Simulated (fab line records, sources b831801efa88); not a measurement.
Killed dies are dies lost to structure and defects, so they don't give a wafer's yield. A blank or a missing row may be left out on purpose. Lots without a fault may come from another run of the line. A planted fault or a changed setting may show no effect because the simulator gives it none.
Split-lot experiment | flow sky130 | 5 lots, 18 wafers read, on a route of 708 steps

THE SPLIT
At SKY_CAPM_METAL_ETCH_13 (etches TiN in Cl2/BCl3, stops on SiO2, target depth 220 nm, time 62.9 s), the setting time_s was moved away from the recipe's 62.9 s on 8 of the 18 wafers read, by -14.1% to +13.7%. The other wafers ran this setting at the recipe's value.

The reading is taken at the split's own step.

THE READING
CAPM.feature_depth_nm (the simulator's own value, which no gauge read), in nm, at SKY_CAPM_METAL_ETCH_13 (etches TiN in Cl2/BCl3, stops on SiO2, target depth 220 nm, time 62.9 s). The file gives no usual value for it. The 10 wafers here that ran the recipe average 202.6 nm, standard deviation 2.5 nm.

wafer  | tool, chamber at the split | time_s as run, s | against the recipe | CAPM.feature_depth_nm, nm | against lot-mates on the recipe
L074.2 | rie_metal-04, 1            | 62.9             | recipe             | 200.7                     | -
L074.4 | rie_metal-04, 0            | 71.54            | +13.7%             | 205.9                     | +5.2
L075.1 | rie_metal-04, 0            | 62.9             | recipe             | 203.3                     | -
L075.2 | rie_metal-04, 1            | 60.39            | -4.0%              | 206.2                     | +3.3
L075.3 | rie_metal-04, 1            | 60.39            | -4.0%              | 198.8                     | -4.1
L075.4 | rie_metal-04, 0            | 62.9             | recipe             | 202.4                     | -
L075.5 | rie_metal-04, 1            | 60.39            | -4.0%              | 201.8                     | -1.1
L077.1 | rie_metal-02, 1            | 54.52            | -13.3%             | 196.6                     | -7.7
L077.2 | rie_metal-02, 0            | 62.9             | recipe             | 205.6                     | -
L077.6 | rie_metal-02, 1            | 62.9             | recipe             | 202.9                     | -
L078.3 | rie_metal-01, 0            | 62.9             | recipe             | 203.4                     | -
L078.4 | rie_metal-01, 1            | 62.9             | recipe             | 206.3                     | -
L078.5 | rie_metal-01, 1            | 62.9             | recipe             | 202.8                     | -
L080.1 | rie_metal-04, 1            | 54.05            | -14.1%             | 188.5                     | -10.6
L080.2 | rie_metal-04, 0            | 54.05            | -14.1%             | 189.2                     | -9.9
L080.3 | rie_metal-04, 1            | 62.9             | recipe             | 201.2                     | -
L080.4 | rie_metal-04, 0            | 62.9             | recipe             | 197                       | -
L080.5 | rie_metal-04, 0            | 54.05            | -14.1%             | 188.3                     | -10.8

THE FIT
A straight line over all 18 wafers: CAPM.feature_depth_nm changes by +0.685 nm for each +1% of time_s; r = +0.81; the points scatter about the line by 3.6 nm.
The same after taking each lot's own level away (the mean of its wafers on the recipe; 18 wafers): +0.607 nm for each +1%; r = +0.89; scatter 2.2 nm.
On that fit, the largest move of time_s shifts the reading by 8.5 nm.
The lots' own levels span 199.10 to 204.25 nm, that is 2.1 times the standard deviation above.
So the lot-to-lot level changes the slope: the two fits differ.
Check: with one of the wafers moved furthest among these (-14.1%) left out of the fit, the line predicts -8.23 nm for it against its lot-mates. It came out at -10.6 nm against them.

THE WHOLE CHAIN: every reading that the file lists as answering this split, in the file's order
step                   | what it does                                                            | reading                                                                         | change (the file's fit)                                                                 | r (the file's)
SKY_CAPM_METAL_ETCH_13 | etches TiN in Cl2/BCl3, stops on SiO2, target depth 220 nm, time 62.9 s | NOVOLAK_of_CAPM_COAT_07.thk_nm (the simulator's own value, which no gauge read) | -1.29 nm for each +1% of the setting                                                    | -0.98
SKY_CAPM_METAL_ETCH_13 | etches TiN in Cl2/BCl3, stops on SiO2, target depth 220 nm, time 62.9 s | CAPM.feature_depth_nm (the simulator's own value, which no gauge read)          | +0.602 nm for each +1% of the setting                                                   | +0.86
SKY_CAPM_STRIP_14      | strips in O2/N2                                                         | strip_time_to_endpoint_s                                                        | withheld for each +1% of the setting, in a fit together with resist_thk_nm@CAPM_COAT_07 | 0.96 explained

THE FILE'S OWN FIT
CAPM.feature_depth_nm changes by +0.602 nm for each +1% of time_s, r = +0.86.
